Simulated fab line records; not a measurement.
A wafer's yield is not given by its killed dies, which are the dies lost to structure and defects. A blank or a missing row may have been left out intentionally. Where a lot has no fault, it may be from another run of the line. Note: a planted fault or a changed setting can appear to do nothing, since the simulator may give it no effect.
Chamber matching / flow gf180mcu / GF_V2_CMP_26 on cmp-01 has 4 sister chambers
The step polishes, stops on SiO2, t overpolish 15 s, target thk 0 nm. 8 wafers are shown with their chamber, then 11 later ones without.

WAFERS, EACH WITH ITS CHAMBER
wafer=L082.3; chamber=0; motor current A (A)=12.4; time to endpoint s (s)=80.7
wafer=L082.5; chamber=3; motor current A (A)=12.1; time to endpoint s (s)=83.4
wafer=L084.1; chamber=1; motor current A (A)=9.4; time to endpoint s (s)=88.0
wafer=L084.5; chamber=2; motor current A (A)=11.4; time to endpoint s (s)=89.2
wafer=L086.1; chamber=2; motor current A (A)=10.9; time to endpoint s (s)=87.5
wafer=L086.3; chamber=0; motor current A (A)=12.2; time to endpoint s (s)=83.6
wafer=L086.6; chamber=3; motor current A (A)=11.7; time to endpoint s (s)=87.9
wafer=L092.1; chamber=1; motor current A (A)=10.1; time to endpoint s (s)=80.7

WAFERS WITH NO CHAMBER GIVEN
wafer=L092.3; motor current A (A)=12.4; time to endpoint s (s)=86.9
wafer=L092.6; motor current A (A)=11.7; time to endpoint s (s)=85.9
wafer=L093.1; motor current A (A)=12.0; time to endpoint s (s)=84.4
wafer=L093.2; motor current A (A)=12.8; time to endpoint s (s)=79.2
wafer=L093.5; motor current A (A)=12.6; time to endpoint s (s)=81.8
wafer=L094.2; motor current A (A)=10.2; time to endpoint s (s)=82.4
wafer=L094.3; motor current A (A)=11.7; time to endpoint s (s)=83.3
wafer=L094.4; motor current A (A)=10.7; time to endpoint s (s)=83.6
wafer=L096.3; motor current A (A)=12.0; time to endpoint s (s)=83.8
wafer=L096.5; motor current A (A)=10.2; time to endpoint s (s)=84.4
wafer=L096.6; motor current A (A)=13.1; time to endpoint s (s)=78.2

WHICH CHAMBER EACH ONE RAN IN
wafer=L092.3; from the rows above=can't be placed: 0 or 3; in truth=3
wafer=L092.6; from the rows above=can't be placed: 3 or 2 or 0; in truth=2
wafer=L093.1; from the rows above=can't be placed: 3 or 0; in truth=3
wafer=L093.2; from the rows above=can't be placed: 0 or 3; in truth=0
wafer=L093.5; from the rows above=can't be placed: 0 or 3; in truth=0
wafer=L094.2; from the rows above=can't be placed: 1 or 2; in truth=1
wafer=L094.3; from the rows above=can't be placed: 3 or 0 or 2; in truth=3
wafer=L094.4; from the rows above=can't be placed: 2 or 1 or 3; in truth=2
wafer=L096.3; from the rows above=can't be placed: 3 or 0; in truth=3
wafer=L096.5; from the rows above=can't be placed: 1 or 2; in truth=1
wafer=L096.6; from the rows above=can't be placed: 0 or 3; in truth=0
Placed correctly: 0 of 11. Can't be placed from these rows: 11 (the true chamber is among the candidates in 11). Number placed wrongly: 0.
How it was worked out, from the rows above alone: a wafer's distance from a chamber is the root of the sum, over the readings, of the square of ((its reading less the chamber's mean) divided by the reading's scatter). The wafer belongs to the nearest chamber; if the next one is less than 2 further off, it can't be placed. Each chamber's mean is taken over the wafers shown for it. The scatter: take each reading less its chamber's mean, square it, sum over the shown wafers, divide by the number of wafers less the number of chambers, and take the root.
